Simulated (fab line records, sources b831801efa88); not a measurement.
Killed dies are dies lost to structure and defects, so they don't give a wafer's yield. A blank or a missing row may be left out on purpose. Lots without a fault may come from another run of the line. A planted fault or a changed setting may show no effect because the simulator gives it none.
Which tool did it? | flow sky130 | 12 lots, 36 wafers sampled, at 1 step of a route of 708

WHAT THE GAUGES READ, wafer by wafer
SKY_LI_CONTACT_THK_MEAS_23: measures by xrf. Usual: LI_CONTACT_W_THK 394 nm, standard deviation 4.7.
lot  | measured     | on            | LI_CONTACT_W_THK (nm) | flag
L662 | day 29 05:01 | film_metro-01 | 402 403 404           |
L664 | day 29 16:33 | film_metro-04 | 396 394 398           |
L665 | day 30 07:38 | film_metro-02 | 391 397 390           |
L666 | day 30 20:07 | film_metro-04 | 400 398 396           |
L667 | day 30 21:24 | film_metro-02 | 393 396 388           |
L668 | day 31 03:38 | film_metro-02 | 399 396 398           |
L669 | day 31 14:04 | film_metro-04 | 392 390 400           |
L670 | day 31 15:52 | film_metro-04 | 396 398 399           |
L671 | day 32 03:47 | film_metro-02 | 393 392 397           |
L673 | day 33 06:21 | film_metro-04 | 395 390 391           |
L681 | day 35 11:08 | film_metro-04 | 391 393 391           |
L684 | day 36 20:29 | film_metro-01 | 403 391 392           |

WHICH TOOL RAN EACH LOT (tool, then ch and the chambers of the sampled wafers, then the start)
The record holds no process step before these readings.

WHAT THE TOOLS THEMSELVES READ (means of the sampled wafers that have a number; where no wafer has one, the mark that the record gives instead)
The record holds no such reading with a usual standard deviation.

THE ANSWER, worked out from the rows above alone
Rule: a lot is off if the mean of its wafers that have a number lies more than 3 standard deviations from the usual mean. A lot without any number at a reading at which 4 lots or more have one is off too. The other lots that the step has rows for count as sound. The gauges are gone through in route order, then the tools' own readings, and for those a lot's mean is taken as printed above. The first step at which some lot is off is used, and at that step the reading that is off furthest; a lot without a number counts as furthest.
No lot is off at any reading shown: from this, nothing can be told.

WHAT THE SIMULATOR HAD PUT IN
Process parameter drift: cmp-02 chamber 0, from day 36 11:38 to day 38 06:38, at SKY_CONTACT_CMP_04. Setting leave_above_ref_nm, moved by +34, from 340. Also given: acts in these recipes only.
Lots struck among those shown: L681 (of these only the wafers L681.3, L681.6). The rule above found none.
